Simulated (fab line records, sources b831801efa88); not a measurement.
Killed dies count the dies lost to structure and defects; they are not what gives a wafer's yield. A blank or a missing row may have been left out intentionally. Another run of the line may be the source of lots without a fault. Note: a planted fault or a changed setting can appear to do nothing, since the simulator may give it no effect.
fab line records	flow sky130
[record] lots = 12	wafers = 36	last_day = 50
route steps=708 shown METAL2@499 VIA2@507 PAD_OPEN@708
lots untouched by any fault: they come from a run of this same line in which no faults occurred
start_h: the number of hours between the record's first day and the start of the first shown wafer of the lot	wait_h: hours elapsed since this lot's preceding step	" as in the row above	L1.1+2: a single row standing in for several wafers	- either no value or no given start	* or withheld: withheld	< > ~ a bound
route shown NAME@n: names a module that has steps shown in the file, with the first one's number in the route	usual: average and standard deviation across the fault-free wafers	same: alike in all rows	chamber/n: place in a boat	sites: each site's reading	_std_site: the values' standard deviation	_edge_site: inner sites' mean taken away from outer sites' mean	radius_mm: how far each site lies from the wafer's centre	mask NAME#n: copy n	behind: the last tool/chamber to shape the wafer	hold: cause of the lot's hold/its duration in hours/its outcome	device: names the non-switching transistor (n, p or np)	end of line: tests run on the same wafers once the route is complete	a step without rows: its recipe alone	killed: at the first sort, the dies lost to defects and structure; wafer yield is something else	map: shows each die of a wafer: x if killed, . if not, _ if none is there
set.NAME: the run value of the setting; set.NAME@STEP: its run value at that earlier step	model.NAME: the simulator's own value behind a step, which no gauge read
the route's steps for a sample of lots (tables are steps, rows are wafers)
services: the hour from which a tool's chamber was out of use, counted from the record's first day as start_h (under 0 if before that day), plus the number of hours and why
[[steps]]
[step SKY_METAL2_OVL_MEAS_16]
[usual] METAL2_OVL = 2/5.7
lot.wafer	tool	chamber	start_h	wait_h	METAL2_OVL[nm]
L438.3	overlay-01	-	813.87	0.1	1
L438.4	"	-	"	"	2
L438.6	"	-	"	"	-6
L441.1	overlay-01	-	840.18	0.1	9
L441.4	"	-	"	"	10
L441.6	"	-	"	"	6
L442.1	overlay-02	-	856.82	0.1	1
L442.3	"	-	"	"	-5
L442.4	"	-	"	"	-2
L443.1	overlay-02	-	862.00	0.1	-3
L443.5	"	-	"	"	-4
L443.6	"	-	"	"	-2
L446.3	overlay-01	-	879.02	0.1	0
L446.4	"	-	"	"	8
L446.6	"	-	"	"	12
L447.3	overlay-02	-	885.16	0.1	11
L447.5	"	-	"	"	5
L447.6	"	-	"	"	2
L448.2	overlay-01	-	902.72	0.1	-4
L448.3	"	-	"	"	2
L448.6	"	-	"	"	-4
L449.1	overlay-02	-	903.25	0.1	2
L449.5	"	-	"	"	5
L449.6	"	-	"	"	5
L450.1	overlay-01	-	912.62	0.1	-5
L450.4	"	-	"	"	-2
L450.5	"	-	"	"	-2
L455.1	overlay-02	-	952.50	0.1	6
L455.2	"	-	"	"	9
L455.4	"	-	"	"	13
L460.1	overlay-02	-	971.72	0.1	-2
L460.2	"	-	"	"	-1
L460.3	"	-	"	"	-3
L461.2	overlay-02	-	976.30	0.1	10
L461.5	"	-	"	"	4
L461.6	"	-	"	"	0
[step SKY_VIA2_HDPCVD_00]
[recipe] material = SiO2	target_thk_nm = 1180	sigma_open_frac = 0.3	time_s = 196.7	temp_c = 400	sih4_flow_sccm = 60	pressure_mtorr = 6
[usual] susceptor_temp_C = 400.00/0.21
lot.wafer	tool	chamber	start_h	wait_h	susceptor_temp_C
L438.3	hdpcvd-02	0	814.86	0.0	400.49
L438.4	"	0	"	"	400.31
L438.6	"	2	"	"	400.16
L441.1	hdpcvd-02	1	841.00	0.0	399.78
L441.4	"	1	"	"	399.71
L441.6	"	0	"	"	399.68
L442.1	hdpcvd-02	1	857.72	0.0	399.92
L442.3	"	2	"	"	400.20
L442.4	"	0	"	"	399.58
L443.1	hdpcvd-01	0	862.89	0.0	399.92
L443.5	"	1	"	"	399.84
L443.6	"	2	"	"	399.66
L446.3	hdpcvd-01	1	879.82	0.0	399.92
L446.4	"	2	"	"	399.67
L446.6	"	1	"	"	399.65
L447.3	hdpcvd-02	1	885.96	0.0	400.12
L447.5	"	2	"	"	399.87
L447.6	"	0	"	"	399.90
L448.2	hdpcvd-02	2	903.92	0.0	399.68
L448.3	"	1	"	"	400.14
L448.6	"	1	"	"	399.94
L448.2	hdpcvd-02	2	904.22	0.2	399.67
L448.3	"	1	"	"	400.01
L448.6	"	1	"	"	400.09
L449.1	hdpcvd-01	2	904.59	0.0	399.96
L449.5	"	1	"	"	399.63
L449.6	"	0	"	"	400.20
L450.1	hdpcvd-01	0	913.50	0.0	400.07
L450.4	"	1	"	"	400.06
L450.5	"	0	"	"	399.60
L450.1	hdpcvd-01	0	913.80	0.2	399.66
L450.4	"	1	"	"	399.90
L450.5	"	0	"	"	399.99
L455.1	hdpcvd-02	0	953.32	0.0	400.01
L455.2	"	1	"	"	400.10
L455.4	"	1	"	"	399.80
L455.1	hdpcvd-02	0	953.61	0.2	399.76
L455.2	"	1	"	"	399.98
L455.4	"	1	"	"	400.04
L460.1	hdpcvd-01	1	972.97	0.0	399.83
L460.2	"	2	"	"	400.11
L460.3	"	0	"	"	399.84
L461.2	hdpcvd-01	2	977.11	0.0	399.64
L461.5	"	2	"	"	399.80
L461.6	"	0	"	"	400.21
[step SKY_VIA2_THK_MEAS_01]
[recipe] reads = SiO2_of_VIA2_HDPCVD_00
[usual] VIA2_HDPCVD_THK = 1182/11
lot.wafer	tool	chamber	start_h	wait_h	VIA2_HDPCVD_THK[nm]
L438.3	film_metro-02	-	815.01	0.1	1169
L438.4	"	-	"	"	1169
L438.6	"	-	"	"	1175
L441.1	film_metro-01	-	841.12	0.1	1183
L441.4	"	-	"	"	1187
L441.6	"	-	"	"	1188
L442.1	film_metro-03	-	857.84	0.1	1179
L442.3	"	-	"	"	1169
L442.4	"	-	"	"	1173
L443.1	film_metro-02	-	863.02	0.1	1181
L443.5	"	-	"	"	1189
L443.6	"	-	"	"	1187
L446.3	film_metro-01	-	879.97	0.1	1174
L446.4	"	-	"	"	1178
L446.6	"	-	"	"	1167
L447.3	film_metro-02	-	886.11	0.1	1179
L447.5	"	-	"	"	1175
L447.6	"	-	"	"	1184
L448.2	film_metro-01	-	904.35	0.1	2347
L448.3	"	-	"	"	2337
L448.6	"	-	"	"	2369
L449.1	film_metro-01	-	904.72	0.1	1168
L449.5	"	-	"	"	1189
L449.6	"	-	"	"	1172
L450.1	film_metro-02	-	913.92	0.1	2371
L450.4	"	-	"	"	2373
L450.5	"	-	"	"	2364
L455.1	film_metro-01	-	953.74	0.1	2378
L455.2	"	-	"	"	2384
L455.4	"	-	"	"	2371
L460.1	film_metro-01	-	973.09	0.1	1184
L460.2	"	-	"	"	1202
L460.3	"	-	"	"	1176
L461.2	film_metro-01	-	977.25	0.1	1181
L461.5	"	-	"	"	1184
L461.6	"	-	"	"	1168
[step SKY_VIA2_BOW_MEAS_03]
[recipe] mode = bow
[usual] VIA2_BOW = 86/6.5
lot.wafer	tool	chamber	start_h	wait_h	VIA2_BOW[um]
L438.3	film_metro-01	-	815.39	0.1	91
L438.4	"	-	"	"	93
L438.6	"	-	"	"	93
L441.1	film_metro-01	-	841.48	0.1	92
L441.4	"	-	"	"	104
L441.6	"	-	"	"	85
L442.1	film_metro-03	-	858.20	0.2	92
L442.3	"	-	"	"	85
L442.4	"	-	"	"	98
L443.1	film_metro-01	-	863.38	0.1	91
L443.5	"	-	"	"	80
L443.6	"	-	"	"	79
L446.3	film_metro-03	-	880.35	0.2	75
L446.4	"	-	"	"	80
L446.6	"	-	"	"	77
L447.3	film_metro-02	-	886.49	0.3	75
L447.5	"	-	"	"	83
L447.6	"	-	"	"	79
L448.2	film_metro-02	-	904.72	0.2	82
L448.3	"	-	"	"	82
L448.6	"	-	"	"	80
L449.1	film_metro-02	-	905.08	0.1	90
L449.5	"	-	"	"	79
L449.6	"	-	"	"	77
L450.1	film_metro-02	-	914.28	0.2	81
L450.4	"	-	"	"	76
L450.5	"	-	"	"	79
L455.1	film_metro-03	-	954.10	0.1	93
L455.2	"	-	"	"	81
L455.4	"	-	"	"	94
L460.1	film_metro-03	-	973.45	0.1	90
L460.2	"	-	"	"	91
L460.3	"	-	"	"	88
L461.2	film_metro-02	-	977.62	0.1	95
L461.5	"	-	"	"	69
L461.6	"	-	"	"	86
[step SKY_VIA2_CD_MEAS_12]
[recipe] target_cd_nm = 200
[usual] cd_nm = 199.5/1.6
lot.wafer	tool	chamber	start_h	wait_h	cd_nm
L438.3	cd_sem-02	-	841.39	-	198.6
L438.4	"	-	"	"	199.7
L438.6	"	-	"	"	200.2
L441.1	cd_sem-02	-	866.73	-	202.0
L441.4	"	-	"	"	201.6
L441.6	"	-	"	"	200.2
L442.1	cd_sem-01	-	884.68	-	202.4
L442.3	"	-	"	"	201.7
L442.4	"	-	"	"	201.6
L443.1	cd_sem-02	-	888.43	-	199.0
L443.5	"	-	"	"	199.5
L443.6	"	-	"	"	198.4
L446.3	cd_sem-01	-	906.29	-	200.6
L446.4	"	-	"	"	201.0
L446.6	"	-	"	"	202.7
L447.3	cd_sem-01	-	911.98	-	201.6
L447.5	"	-	"	"	199.8
L447.6	"	-	"	"	200.7
L448.2	cd_sem-02	-	928.25	-	197.8
L448.3	"	-	"	"	197.3
L448.6	"	-	"	"	198.2
L449.1	cd_sem-02	-	928.99	-	200.1
L449.5	"	-	"	"	201.2
L449.6	"	-	"	"	200.4
L450.1	cd_sem-01	-	938.30	-	198.2
L450.4	"	-	"	"	198.4
L450.5	"	-	"	"	200.8
L455.1	cd_sem-02	-	977.39	-	198.0
L455.2	"	-	"	"	197.1
L455.4	"	-	"	"	197.1
L460.1	cd_sem-01	-	997.79	-	198.3
L460.2	"	-	"	"	198.1
L460.3	"	-	"	"	199.5
L461.2	cd_sem-01	-	1001.57	-	200.3
L461.5	"	-	"	"	199.6
L461.6	"	-	"	"	200.3
[step SKY_PAD_OPEN_PROBE_99]
[usual] defect_limited_yield = 82.2/1.9	killed_at_M0_to_M3 = 44/6.6	killed_at_M4_up = 3.4/1.9	killed_at_contacts = 25/5.6	killed_at_front_end = 15/4.6	killed_at_other = 0.3/0.6	killed_dies = 88/9.5	killed_open = 47/7.1	killed_short = 40/6.4	sort_bin_3_pad_short = 1.0/0.47	sort_bin_5_function = 10.4/1.4	sort_bin_6_memory = 6.4/1.1	sort_n_pass = 404/9.5	sort_yield_pct = 82.2/1.9
[same] gross_dies = 492	killed_at_back_side = 0	sort_bin_4_leakage[%] = 0	sort_bin_8_speed[%] = 0
lot.wafer	tool	chamber	start_h	wait_h	defect_limited_yield[%]	killed_at_M0_to_M3	killed_at_M4_up	killed_at_contacts	killed_at_front_end	killed_at_other	killed_dies	killed_open	killed_short	sort_bin_3_pad_short[%]	sort_bin_5_function[%]	sort_bin_6_memory[%]	sort_n_pass	sort_yield_pct[%]
L441.1	prober-01	-	1092.92	0.1	83.7	48	3	14	15	0	80	43	37	0.6	9.8	5.9	412	83.7
L441.4	prober-01	-	1093.07	0.2	81.9	38	4	32	15	0	89	45	44	1.6	9.3	7.1	403	81.9
L441.6	prober-01	-	1093.17	0.2	77.6	65	1	24	20	0	110	64	46	0.2	15.4	6.7	382	77.6
L442.1	prober-02	-	1104.71	0.1	83.5	47	3	23	7	1	81	45	35	0.8	9.3	6.3	411	83.5
L442.3	prober-02	-	1104.81	0.2	81.7	40	7	27	15	1	90	47	43	1.0	11.4	5.9	402	81.7
L442.4	prober-02	-	1104.86	0.2	85.2	53	2	8	8	2	73	39	32	0.8	9.3	4.7	419	85.2
L443.1	prober-01	-	1108.92	0.1	85.8	32	5	16	17	0	70	28	42	0.2	7.7	6.3	422	85.8
L443.5	prober-01	-	1109.12	0.2	85.6	39	1	20	11	0	71	43	28	0.8	9.1	4.5	421	85.6
L443.6	prober-01	-	1109.17	0.2	85.6	38	0	22	11	0	71	39	32	0.2	9.1	5.1	421	85.6
L446.3	prober-02	-	1121.18	0.2	78.7	59	4	30	11	1	105	56	49	0.6	13.6	7.1	387	78.7
L446.4	prober-02	-	1121.23	0.2	79.3	60	4	30	8	0	102	58	44	0.8	12.4	7.5	390	79.3
L446.6	prober-02	-	1121.33	0.2	84.1	37	2	23	16	0	78	44	34	1.8	7.5	6.5	414	84.1
L447.3	prober-01	-	1126.69	0.2	83.3	47	2	23	10	0	82	37	45	0.6	8.1	7.9	410	83.3
L447.5	prober-01	-	1126.79	0.2	81.1	46	3	24	20	0	93	50	43	0.4	11.2	7.3	399	81.1
L447.6	prober-01	-	1126.84	0.2	82.7	53	3	21	8	0	85	45	40	0.8	11.2	5.3	407	82.7
L448.2	prober-02	-	1137.46	0.1	80.9	46	5	22	21	0	94	48	43	1.6	10.2	7.3	398	80.9
L448.3	prober-02	-	1137.51	0.2	79.3	53	4	27	18	0	102	52	47	1.2	11.4	8.1	390	79.3
L450.1	prober-02	-	1148.82	0.1	81.3	52	6	18	16	0	92	55	37	0.8	12.0	5.9	400	81.3
L450.4	prober-02	-	1148.97	0.2	80.3	43	3	29	22	0	97	49	47	1.0	11.2	7.5	395	80.3
L450.5	prober-02	-	1149.02	0.2	83.5	40	1	24	16	0	81	43	37	0.8	11.2	4.5	411	83.5
L455.1	prober-01	-	1175.76	0.1	80.1	49	5	27	17	0	98	43	55	1.0	11.0	7.9	394	80.1
L455.2	prober-01	-	1175.81	0.1	82.7	40	4	22	19	0	85	41	44	1.0	9.6	6.7	407	82.7
L455.4	prober-01	-	1175.91	0.2	81.9	53	4	23	9	0	89	45	44	2.0	8.5	7.5	403	81.9
// killed by level:class
L441.1 VIA1:geometric_particle:open=15 FIELD_ISO:geometric_particle:short=6 VIA3:geometric_particle:open=6 METAL1:geometric_particle:short=5 METAL2:geometric_particle:short=5 FIELD_ISO:geometric_particle:open=4 LI_CONTACT:geometric_particle:open=4 VIA1:geometric_particle:short=4
L441.4 CONTACT:geometric_particle:open=14 VIA1:geometric_particle:open=8 CONTACT:geometric_particle:short=6 LI_CONTACT:geometric_particle:open=5 VIA1:geometric_particle:short=5 VIA3:geometric_particle:open=5 POLY_GATE:geometric_particle:short=4 VIA3:geometric_particle:short=4
L441.6 VIA1:geometric_particle:open=16 VIA2:geometric_particle:open=10 METAL1:geometric_particle:short=9 VIA3:geometric_particle:open=9 FIELD_ISO:geometric_particle:open=7 LOCAL_INTERCONNECT:geometric_particle:short=6 METAL2:geometric_particle:short=6 FIELD_ISO:geometric_particle:short=5
L442.1 VIA2:geometric_particle:open=12 CONTACT:geometric_particle:open=11 METAL1:geometric_particle:short=9 VIA1:geometric_particle:open=9 LI_CONTACT:geometric_particle:open=6 POLY_GATE:geometric_particle:short=4 VIA1:geometric_particle:short=4 CONTACT:geometric_particle:short=3
L442.3 LI_CONTACT:geometric_particle:open=9 VIA1:geometric_particle:open=8 VIA2:geometric_particle:open=8 FIELD_ISO:geometric_particle:short=7 FIELD_ISO:geometric_particle:open=6 CONTACT:geometric_particle:short=6 CONTACT:geometric_particle:open=6 METAL1:geometric_particle:short=6
L442.4 VIA1:geometric_particle:open=17 VIA3:geometric_particle:open=8 VIA3:geometric_particle:short=7 METAL1:geometric_particle:short=5 VIA2:geometric_particle:open=5 CONTACT:geometric_particle:open=4 LOCAL_INTERCONNECT:geometric_particle:short=3 VIA2:geometric_particle:short=3
L443.1 POLY_GATE:geometric_particle:short=7 METAL1:geometric_particle:short=7 METAL2:geometric_particle:short=6 LI_CONTACT:geometric_particle:open=5 LOCAL_INTERCONNECT:geometric_particle:short=5 FIELD_ISO:geometric_particle:short=4 CONTACT:geometric_particle:open=4 VIA2:geometric_particle:open=4
L443.5 VIA1:geometric_particle:open=14 VIA2:geometric_particle:open=8 CONTACT:geometric_particle:short=6 CONTACT:geometric_particle:open=6 VIA1:geometric_particle:short=5 POLY_GATE:geometric_particle:open=4 FIELD_ISO:geometric_particle:short=3 VIA3:geometric_particle:open=3
L443.6 VIA2:geometric_particle:open=8 VIA1:geometric_particle:open=7 LI_CONTACT:geometric_particle:open=6 METAL1:geometric_particle:short=5 LOCAL_INTERCONNECT:geometric_particle:short=5 CONTACT:geometric_particle:open=5 VIA3:geometric_particle:open=5 CONTACT:geometric_particle:short=4
L446.3 VIA1:geometric_particle:open=17 CONTACT:geometric_particle:open=13 VIA1:geometric_particle:short=10 VIA2:geometric_particle:open=7 METAL2:geometric_particle:short=5 LI_CONTACT:geometric_particle:short=5 LOCAL_INTERCONNECT:geometric_particle:short=5 VIA3:geometric_particle:short=5
L446.4 LI_CONTACT:geometric_particle:open=16 VIA1:geometric_particle:open=14 VIA2:geometric_particle:open=9 METAL2:geometric_particle:short=8 CONTACT:geometric_particle:open=7 VIA1:geometric_particle:short=6 VIA3:geometric_particle:open=5 METAL1:geometric_particle:short=5
L446.6 VIA1:geometric_particle:open=11 LI_CONTACT:geometric_particle:open=8 POLY_GATE:geometric_particle:open=7 CONTACT:geometric_particle:short=6 VIA2:geometric_particle:open=6 FIELD_ISO:geometric_particle:short=5 VIA1:geometric_particle:short=4 FIELD_ISO:geometric_particle:open=3
L447.3 LI_CONTACT:geometric_particle:open=9 VIA1:geometric_particle:open=8 METAL1:geometric_particle:short=7 VIA2:geometric_particle:open=6 VIA2:geometric_particle:short=6 METAL2:geometric_particle:short=5 METAL3:geometric_particle:short=5 LOCAL_INTERCONNECT:geometric_particle:short=4
L447.5 VIA1:geometric_particle:open=13 LI_CONTACT:geometric_particle:open=9 VIA3:geometric_particle:open=9 METAL1:geometric_particle:short=8 LOCAL_INTERCONNECT:geometric_particle:short=7 POLY_GATE:geometric_particle:short=6 POLY_GATE:geometric_particle:open=5 CONTACT:geometric_particle:open=5
L447.6 VIA1:geometric_particle:open=12 METAL2:geometric_particle:short=10 CONTACT:geometric_particle:open=8 VIA3:geometric_particle:open=8 VIA2:geometric_particle:open=8 LOCAL_INTERCONNECT:geometric_particle:short=5 VIA1:geometric_particle:short=4 LI_CONTACT:geometric_particle:short=3
L448.2 VIA1:geometric_particle:open=13 POLY_GATE:geometric_particle:short=10 CONTACT:geometric_particle:open=7 LI_CONTACT:geometric_particle:open=6 METAL3:geometric_particle:short=6 VIA2:geometric_particle:open=5 VIA3:geometric_particle:open=5 CONTACT:geometric_particle:short=4
L448.3 VIA1:geometric_particle:open=14 METAL1:geometric_particle:short=9 VIA1:geometric_particle:short=8 CONTACT:geometric_particle:open=8 VIA3:geometric_particle:open=7 LI_CONTACT:geometric_particle:open=6 POLY_GATE:geometric_particle:short=5 CONTACT:geometric_particle:short=5
L450.1 VIA1:geometric_particle:open=13 CONTACT:geometric_particle:open=10 VIA2:geometric_particle:open=9 METAL1:geometric_particle:short=7 VIA1:geometric_particle:short=5 METAL2:geometric_particle:short=5 FIELD_ISO:geometric_particle:short=4 POLY_GATE:geometric_particle:open=4
L450.4 CONTACT:geometric_particle:open=10 FIELD_ISO:geometric_particle:short=9 LI_CONTACT:geometric_particle:open=9 VIA2:geometric_particle:open=8 CONTACT:geometric_particle:short=7 VIA1:geometric_particle:open=6 FIELD_ISO:geometric_particle:open=5 VIA1:geometric_particle:short=5
L450.5 CONTACT:geometric_particle:open=9 VIA1:geometric_particle:open=7 LI_CONTACT:geometric_particle:open=6 METAL1:geometric_particle:short=6 VIA2:geometric_particle:open=6 VIA3:geometric_particle:open=6 FIELD_ISO:geometric_particle:open=5 METAL2:geometric_particle:short=5
L455.1 CONTACT:geometric_particle:open=9 CONTACT:geometric_particle:short=8 VIA1:geometric_particle:open=8 METAL1:geometric_particle:short=7 METAL2:geometric_particle:short=7 VIA2:geometric_particle:short=7 VIA2:geometric_particle:open=7 POLY_GATE:geometric_particle:short=6
L455.2 LI_CONTACT:geometric_particle:open=9 VIA1:geometric_particle:open=6 VIA2:geometric_particle:open=6 VIA3:geometric_particle:open=6 VIA3:geometric_particle:short=6 FIELD_ISO:geometric_particle:short=5 FIELD_ISO:geometric_particle:open=5 CONTACT:geometric_particle:open=5
L455.4 VIA1:geometric_particle:open=11 CONTACT:geometric_particle:open=9 METAL1:geometric_particle:short=7 VIA2:geometric_particle:open=7 METAL3:geometric_particle:short=6 METAL2:geometric_particle:short=6 LOCAL_INTERCONNECT:geometric_particle:short=5 VIA3:geometric_particle:open=5
[[services]]
tool	chamber	start_h	hours	kind
hdpcvd-01	0	796.68	4.7	repair
hdpcvd-02	2	915.69	8.8	repair
hdpcvd-01	-	950.25	15.0	pm
hdpcvd-01	0	950.25	15.0	vent_cycle
hdpcvd-01	1	950.25	15.0	vent_cycle
hdpcvd-01	2	950.25	15.0	vent_cycle
hdpcvd-01	0	965.25	-	clean
hdpcvd-01	1	965.25	-	clean
hdpcvd-01	2	965.25	-	clean
[[key]]
[first_sign] step = SKY_VIA2_HDPCVD_00	reading = visit	direction = added
[effect] step = SKY_VIA2_THK_MEAS_01	reading = VIA2_HDPCVD_THK	direction = up	sigmas = 99+	usual = 1182	struck = 2366
met_at SKY_VIA2_HDPCVD_00
struck_lots L448,L450,L455
not_acting_at SKY_METAL2_OVL_MEAS_16,SKY_VIA2_BOW_MEAS_03,SKY_VIA2_CD_MEAS_12
[fault] kind = repeated_step_whole	tool = hdpcvd-01,hdpcvd-02	chamber = -	onset_h = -	steps = SKY_VIA2_HDPCVD_00	times = 1	scope = struck_lots_only
